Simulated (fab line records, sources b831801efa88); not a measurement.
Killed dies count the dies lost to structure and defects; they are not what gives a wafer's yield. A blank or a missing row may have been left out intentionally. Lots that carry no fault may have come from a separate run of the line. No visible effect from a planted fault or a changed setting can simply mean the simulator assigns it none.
2 desks looking at one fault -- flow sky130 -- each desk holds nothing but its own numbers, with what lay behind them at the end

== DESK OF THE TOOL OWNER: hdpcvd-01 ==
The tool's own readings at SKY_VIA1_HDPCVD_00 (deposits SiO2, target thk 1030 nm, time 171.7 s): means of the sampled wafers that have a number, for each lot that ran on this tool. Any lot whose mean is over 4 standard deviations away from the usual mean is out of limits and marked OUT; that distance is given in the brackets.
Columns: A = sih4 flow sccm at SKY_VIA1_HDPCVD_00, usual 59.98 sccm
lot,first seen here,A
L561,day 32 18:10,60.00
L564,day 34 08:45,59.82
L565,day 34 21:51,60.06
L567,day 34 23:44,59.94
L578,day 39 03:18,50.14 (-58) OUT
This desk's finding: out of limits on L578; first on L578, day 39 03:18 (sih4 flow sccm at SKY_VIA1_HDPCVD_00). L561, L564, L565, L567: within limits.

== FROM THE METROLOGY DESK ==
What the gauges read, lot by lot, whatever tool the lot ran on: means of the sampled wafers that have a number. Any lot whose mean is over 4 standard deviations away from the usual mean is out of limits and marked OUT; that distance is given in the brackets.
Columns: A = VIA1_HDPCVD_THK at SKY_VIA1_THK_MEAS_01, usual 1028 nm; B = VIA1_OVL at SKY_VIA1_OVL_MEAS_13, usual 1 nm
lot,first seen here,A,B
L560,day 32 15:14,1021,4
L561,day 32 18:17,1039,2
L562,day 33 14:24,1024,2
L563,day 33 16:59,1009,6
L564,day 34 08:52,1035,6
L565,day 34 21:58,1024,4
L566,day 34 22:02,1032,-3
L567,day 34 23:52,1033,6
L569,day 35 18:06,1033,1
L578,day 39 03:25,850 (-16) OUT,1
L581,day 39 05:55,1025,2
L580,day 39 07:46,1043,-4
This desk's finding: out of limits on L578; first on L578, day 39 03:25 (VIA1_HDPCVD_THK at SKY_VIA1_THK_MEAS_01). L560, L561, L562, L563, L564, L565, L566, L567, L569, L581, L580: within limits.

== PUT TOGETHER ==
The tool owner's desk could have raised an alarm at day 39 03:18, on L578.
On L578, the metrology desk was in a position to raise an alarm at day 39 03:25.
The lots listed all ran SKY_VIA1_HDPCVD_00 on hdpcvd-01.

== WHAT THE SIMULATOR HAD INSERTED ==
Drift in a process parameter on hdpcvd-01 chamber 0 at SKY_VIA1_HDPCVD_00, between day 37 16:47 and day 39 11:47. The setting sih4 flow sccm was moved by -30, starting from 60. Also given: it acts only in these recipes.
Shown lots that were struck: L578.
Time in hours from fault onset to the first out-of-limits reading at each desk: tool owner's desk 35, metrology desk 35.
